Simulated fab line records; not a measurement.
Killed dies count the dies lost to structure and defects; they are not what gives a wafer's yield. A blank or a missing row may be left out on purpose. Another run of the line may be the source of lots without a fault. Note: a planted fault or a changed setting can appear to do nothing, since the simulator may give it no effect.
What tool caused it? :: flow gf180mcu :: Sampling: 13 lots, 39 wafers, 4 of 602 route steps

WHAT EACH GAUGE READ, for each wafer
GF_M1_THK_MEAS_06: measures by xrf. Usual: M1_ALCU_THK typically reads 445 nm, with standard deviation 5.3.
lot: L795
measured: day 15 22:04
on: film_metro-03
M1_ALCU_THK (nm): 443 439 439
flag: 

lot: L796
measured: day 16 05:20
on: film_metro-02
M1_ALCU_THK (nm): 444 444 448
flag: 

lot: L798
measured: day 16 23:08
on: film_metro-01
M1_ALCU_THK (nm): 451 449 445
flag: 

lot: L799
measured: day 17 08:47
on: film_metro-01
M1_ALCU_THK (nm): 448 449 449
flag: 

lot: L800
measured: day 17 18:38
on: film_metro-01
M1_ALCU_THK (nm): 438 440 440
flag: 

lot: L803
measured: day 19 06:14
on: film_metro-03
M1_ALCU_THK (nm): 453 457 457
flag: 

lot: L804
measured: day 19 16:29
on: film_metro-02
M1_ALCU_THK (nm): 440 440 444
flag: 

lot: L805
measured: day 19 23:46
on: film_metro-03
M1_ALCU_THK (nm): 444 452 449
flag: 

lot: L807
measured: day 20 19:02
on: film_metro-03
M1_ALCU_THK (nm): 442 445 445
flag: 

lot: L810
measured: day 22 03:12
on: film_metro-03
M1_ALCU_THK (nm): 443 448 447
flag: 

lot: L814
measured: day 23 06:56
on: film_metro-03
M1_ALCU_THK (nm): 447 453 448
flag: 

lot: L815
measured: day 23 07:53
on: film_metro-01
M1_ALCU_THK (nm): 443 443 436
flag: 

lot: L816
measured: day 23 17:50
on: film_metro-01
M1_ALCU_THK (nm): 451 448 452
flag: 

GF_M1_CD_MEAS_14: target cd 230 nm. Usual: cd_nm at 230.0 nm, with a standard deviation of 1.
lot: L795
measured: day 16 19:56
on: cd_sem-01
cd_nm (nm): 231.3 229.5 231.1
flag: 

lot: L796
measured: day 17 03:18
on: cd_sem-02
cd_nm (nm): 229.8 229.8 230.1
flag: 

lot: L798
measured: day 17 22:05
on: cd_sem-01
cd_nm (nm): 230.2 229.7 229.5
flag: 

lot: L799
measured: day 18 07:17
on: cd_sem-01
cd_nm (nm): 228.9 229.1 228.0
flag: 

lot: L800
measured: day 18 17:59
on: cd_sem-02
cd_nm (nm): 229.8 228.6 230.0
flag: 

lot: L803
measured: day 20 06:26
on: cd_sem-02
cd_nm (nm): 231.7 230.5 231.1
flag: 

lot: L804
measured: day 20 16:26
on: cd_sem-02
cd_nm (nm): 228.0 228.5 229.1
flag: 

lot: L805
measured: day 20 23:52
on: cd_sem-01
cd_nm (nm): 229.6 230.8 229.6
flag: 

lot: L807
measured: day 21 18:29
on: cd_sem-01
cd_nm (nm): 231.1 230.8 230.1
flag: 

lot: L810
measured: day 23 01:37
on: cd_sem-01
cd_nm (nm): 229.7 231.1 229.9
flag: 

lot: L814
measured: day 24 05:03
on: cd_sem-02
cd_nm (nm): 230.8 230.9 231.3
flag: 

lot: L815
measured: day 24 06:02
on: cd_sem-01
cd_nm (nm): 230.7 229.0 230.0
flag: 

lot: L816
measured: day 24 15:38
on: cd_sem-02
cd_nm (nm): 230.4 230.5 230.2
flag: 

TOOL THAT RAN EACH LOT (tool first, then ch and the chambers of the sampled wafers, then the start)
lot: L795
GF_HV_LDD_CLEAN_51: wet_bench-01 ch 0, day 12 06:07
GF_CONTACT_ETCH_17: rie_diel-03 ch 0,1,3, day 15 22:04 or earlier

lot: L796
GF_HV_LDD_CLEAN_51: wet_bench-04 ch 0, day 12 11:40
GF_CONTACT_ETCH_17: rie_diel-03 ch 0,3, day 16 05:20 or earlier

lot: L798
GF_HV_LDD_CLEAN_51: wet_bench-04 ch 3, day 13 01:28
GF_CONTACT_ETCH_17: rie_diel-02 ch 1,2,3, day 16 23:08 or earlier

lot: L799
GF_HV_LDD_CLEAN_51: wet_bench-02 ch 0, day 13 12:03
GF_CONTACT_ETCH_17: rie_diel-02 ch 0,1,3, day 17 08:47 or earlier

lot: L800
GF_HV_LDD_CLEAN_51: wet_bench-02 ch 1, day 13 20:12
GF_CONTACT_ETCH_17: rie_diel-01 ch 0,2,3, day 17 18:38 or earlier

lot: L803
GF_HV_LDD_CLEAN_51: wet_bench-02 ch 0, day 15 04:15
GF_CONTACT_ETCH_17: rie_diel-03 ch 0,1,3, day 19 06:14 or earlier

lot: L804
GF_HV_LDD_CLEAN_51: wet_bench-04 ch 3, day 15 12:04
GF_CONTACT_ETCH_17: rie_diel-01 ch 1,2, day 19 16:29 or earlier

lot: L805
GF_HV_LDD_CLEAN_51: wet_bench-04 ch 0, day 15 19:27
GF_CONTACT_ETCH_17: rie_diel-01 ch 0,2, day 19 23:46 or earlier

lot: L807
GF_HV_LDD_CLEAN_51: wet_bench-01 ch 2, day 16 14:42
GF_CONTACT_ETCH_17: rie_diel-02 ch 0,1, day 20 19:02 or earlier

lot: L810
GF_HV_LDD_CLEAN_51: wet_bench-04 ch 3, day 17 21:27
GF_CONTACT_ETCH_17: rie_diel-03 ch 0,2, day 22 03:12 or earlier

lot: L814
GF_HV_LDD_CLEAN_51: wet_bench-02 ch 0, day 19 01:52
GF_CONTACT_ETCH_17: rie_diel-03 ch 2,3, day 23 06:56 or earlier

lot: L815
GF_HV_LDD_CLEAN_51: wet_bench-01 ch 1, day 19 02:55
GF_CONTACT_ETCH_17: rie_diel-03 ch 0,1,2, day 23 07:53 or earlier

lot: L816
GF_HV_LDD_CLEAN_51: wet_bench-02 ch 3, day 19 13:34
GF_CONTACT_ETCH_17: rie_diel-02 ch 0,3, day 23 17:50 or earlier
- GF_HV_LDD_CLEAN_51: cleans in SC1/SC2, time 150 s.
- GF_CONTACT_ETCH_17: etches SiO2 in C4F8/O2/Ar, stops on CoSi2, target depth 860 nm.

AS READ BY THE TOOLS THEMSELVES (means over the sampled wafers that have a number; for cases with no such wafer, the mark the record gives instead)
GF_HV_LDD_CLEAN_51. Usual: bath_heat_duty_pct 14.0 %, standard deviation 1.5; run_length_s 179 s, standard deviation 4.3.
lot: L795
tool: wet_bench-01
bath_heat_duty_pct (%): 14.6
run_length_s (s): 176
flag: 

lot: L796
tool: wet_bench-04
bath_heat_duty_pct (%): 16.4
run_length_s (s): 186
flag: 

lot: L798
tool: wet_bench-04
bath_heat_duty_pct (%): 13.7
run_length_s (s): 175
flag: 

lot: L799
tool: wet_bench-02
bath_heat_duty_pct (%): 12.5
run_length_s (s): 182
flag: 

lot: L800
tool: wet_bench-02
bath_heat_duty_pct (%): 12.4
run_length_s (s): 177
flag: 

lot: L803
tool: wet_bench-02
bath_heat_duty_pct (%): 12.5
run_length_s (s): 176
flag: 

lot: L804
tool: wet_bench-04
bath_heat_duty_pct (%): 14.2
run_length_s (s): 183
flag: 

lot: L805
tool: wet_bench-04
bath_heat_duty_pct (%): 16.1
run_length_s (s): 186
flag: 

lot: L807
tool: wet_bench-01
bath_heat_duty_pct (%): 15.0
run_length_s (s): 175
flag: 

lot: L810
tool: wet_bench-04
bath_heat_duty_pct (%): 14.5
run_length_s (s): 79
flag: OFF

lot: L814
tool: wet_bench-02
bath_heat_duty_pct (%): 12.3
run_length_s (s): 182
flag: 

lot: L815
tool: wet_bench-01
bath_heat_duty_pct (%): 15.6
run_length_s (s): 175
flag: 

lot: L816
tool: wet_bench-02
bath_heat_duty_pct (%): 12.9
run_length_s (s): 183
flag: 

GF_CONTACT_ETCH_17. Usual: chamber_pressure_mTorr 40.00 mTorr, standard deviation 0.035; oes_product_au 0.814 a.u., standard deviation 0.0046.
lot: L795
tool: rie_diel-03
chamber_pressure_mTorr (mTorr): 39.99
oes_product_au (a.u.): 0.815
flag: 

lot: L796
tool: rie_diel-03
chamber_pressure_mTorr (mTorr): 40.00
oes_product_au (a.u.): 0.818
flag: 

lot: L798
tool: rie_diel-02
chamber_pressure_mTorr (mTorr): 40.00
oes_product_au (a.u.): 0.816
flag: 

lot: L799
tool: rie_diel-02
chamber_pressure_mTorr (mTorr): 39.96
oes_product_au (a.u.): 0.813
flag: 

lot: L800
tool: rie_diel-01
chamber_pressure_mTorr (mTorr): 40.01
oes_product_au (a.u.): 0.818
flag: 

lot: L803
tool: rie_diel-03
chamber_pressure_mTorr (mTorr): 40.02
oes_product_au (a.u.): 0.817
flag: 

lot: L804
tool: rie_diel-01
chamber_pressure_mTorr (mTorr): 40.03
oes_product_au (a.u.): 0.818
flag: 

lot: L805
tool: rie_diel-01
chamber_pressure_mTorr (mTorr): 40.01
oes_product_au (a.u.): 0.816
flag: 

lot: L807
tool: rie_diel-02
chamber_pressure_mTorr (mTorr): 40.00
oes_product_au (a.u.): 0.812
flag: 

lot: L810
tool: rie_diel-03
chamber_pressure_mTorr (mTorr): 40.02
oes_product_au (a.u.): 0.814
flag: 

lot: L814
tool: rie_diel-03
chamber_pressure_mTorr (mTorr): 39.99
oes_product_au (a.u.): 0.814
flag: 

lot: L815
tool: rie_diel-03
chamber_pressure_mTorr (mTorr): 39.99
oes_product_au (a.u.): 0.818
flag: 

lot: L816
tool: rie_diel-02
chamber_pressure_mTorr (mTorr): 39.97
oes_product_au (a.u.): 0.814
flag: 

THE ANSWER, worked out from the rows above alone
Rule: lot off if the mean of its wafers having a number is beyond 3 standard deviations from the usual mean. Also off: a lot with no number at a reading for which 4 or more lots have one. All remaining lots with rows at the step are treated as sound. Order of review: gauges by route order, followed by the tools' own readings, for which a lot's mean as printed above is used. At the first step where some lot is off, the reading lying furthest off is the one used; lots without a number count as furthest.
Off at GF_HV_LDD_CLEAN_51 (run_length_s): L810.
If a tool, at that step or one of the process steps before it, ran each lot that is off and ran no sound lot following the first of them, it fits. One fits: GF_HV_LDD_CLEAN_51 on wet_bench-04. A fault onset in the window from L805 (day 15 19:27, its last sound lot) to L810 (day 17 21:27, its first lot off) fits.
The tool's own readings at GF_HV_LDD_CLEAN_51 bear it out: on the lots that are off they differ by more than 5 times the standard deviation of the sound lots' means. run_length_s reads 79 s there against 180 s on the sound lots.

WHAT HAD BEEN PUT IN BY THE SIMULATOR
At GF_HV_LDD_CLEAN_51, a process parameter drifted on wet_bench-04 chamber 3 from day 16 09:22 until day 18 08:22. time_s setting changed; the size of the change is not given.
Struck lots among those shown: L810. The rule given above showed the same thing.
